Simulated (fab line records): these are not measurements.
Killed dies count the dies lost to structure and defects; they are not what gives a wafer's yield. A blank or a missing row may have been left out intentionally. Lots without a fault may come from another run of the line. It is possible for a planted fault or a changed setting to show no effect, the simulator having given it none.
Problem report, 8D (eight disciplines) form, completed by code :: flow sky130 :: the parts of the form that need people (team, actions taken, sign-off) are left out

## 1. THE ISSUE
Wafers without a fault read 44, standard deviation 7.1; killed_at_M0_to_M3 at SKY_PAD_OPEN_PROBE_99 reads a mean of 108 on 3 wafers belonging to 2 lots. That is +9.0 standard deviations from the usual mean.
The first sign was on wafer L580.1 at day 49 13:27, on prober-02. Wafers with a number at this step in the record: 6, from 2 lots. Rule for "out", or "out of limits": more than 4 standard deviations from the usual mean. The other wafers with a number count as sound.

## 2. WHAT IT IS, AND WHAT IT ISN'T
question: which readings at this step
is: killed_at_M0_to_M3, defect-limited-yield, killed-dies, sort_bin_3_pad_short, sort_bin_5_function, sort-n-pass, sort-yield-pct
is not: killed_at_M4_up, killed-at-contacts, killed-at-front-end, killed-at-other, killed-open, killed-short

question: which lots
is: L580, L581
is not: -

question: which wafers of those lots
is: L580.1, L580.5, L581.6
is not: L580.2, L581.1, L581.5

question: read on which tools
is: prober-01, prober-02
is not: -

question: when
is: from day 49 13:27
is not: up to then (0 sound wafers); but 3 sound wafers of L580, L581 came after

## 3. SUSPECTS, AND WHAT RULES EACH OUT
Counting: if a tool at a process step up to the reading ran every lot that is out, it stays a suspect. Sound lots after the first of them don't rule it out here, since some wafers of a struck lot are sound.
- pvd-sputter-03 at SKY_METAL2_SPUTTER_04 (material TiN, target thk 70 nm, time 58.3 s): kept. It ran every lot that is out, first L580 (day 38 01:07).
- pecvd-01 at SKY_PASSIVATION_CVD_00 (deposits SiO2, target thk 90 nm): kept. It ran every lot that is out, first L580 (day 47 18:22).
- pecvd-02 at SKY_PASSIVATION_CVD_02 (deposits Si3N4, target thk 540 nm): kept. It ran every lot that is out, first L580 (day 47 18:26).
Left after counting: pvd-sputter-03 at SKY_METAL2_SPUTTER_04, pecvd-01 at SKY_PASSIVATION_CVD_00, pecvd-02 at SKY_PASSIVATION_CVD_02.

## 4. THE CAUSE (what the simulator had put in)
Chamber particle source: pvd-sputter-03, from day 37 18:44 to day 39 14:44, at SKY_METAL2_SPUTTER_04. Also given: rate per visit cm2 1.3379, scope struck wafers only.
This tool is one of the 3 suspects left after counting.

## 5. SEQUENCE OF EFFECTS, ordered by route
One row per reading whose mean, taken over the struck wafers that have a number, lies over 3 standard deviations from the usual. Only readings for which the record gives a usual standard deviation are gone through. hours: the time from each lot's start at the first step in this table that gives one to its start at this step, as a median over the lots. sigmas: the change in usual standard deviations.
hours: 0
step: SKY_PAD_OPEN_PROBE_99
reading: defect-limited-yield
usual: 82.5 %
on struck wafers: 70.3
change: -12.2
sigmas: -6.4

hours: 0
step: SKY_PAD_OPEN_PROBE_99
reading: killed_at_M0_to_M3
usual: 44
on struck wafers: 108
change: +64
sigmas: +9.0

hours: 0
step: SKY_PAD_OPEN_PROBE_99
reading: killed-dies
usual: 86
on struck wafers: 146
change: +60
sigmas: +6.3

hours: 0
step: SKY_PAD_OPEN_PROBE_99
reading: sort_bin_3_pad_short
usual: 0.9 %
on struck wafers: 4.6
change: +3.7
sigmas: +8.5

hours: 0
step: SKY_PAD_OPEN_PROBE_99
reading: sort_bin_5_function
usual: 10.3 %
on struck wafers: 17.7
change: +7.4
sigmas: +5.3

hours: 0
step: SKY_PAD_OPEN_PROBE_99
reading: sort-n-pass
usual: 406
on struck wafers: 346
change: -60
sigmas: -6.3

hours: 0
step: SKY_PAD_OPEN_PROBE_99
reading: sort-yield-pct
usual: 82.5 %
on struck wafers: 70.3
change: -12.2
sigmas: -6.4
Its process steps:
- SKY_PAD_OPEN_PROBE_99

## 6. WHAT WOULD HAVE CAUGHT IT SOONER
In this record the first reading out of limits was taken at day 49 13:27, 283 hours after the fault began at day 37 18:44.
No tool reading at SKY_METAL2_SPUTTER_04 that has a usual standard deviation in the record was out on any struck wafer, so an alarm limit of 4 standard deviations on those readings would not have fired.
The start of SKY_METAL2_SPUTTER_04 on pvd-sputter-03 came by day 49 13:27 for every one of the lots that are out (2). Tool hold at that time: it would have spared none of them.
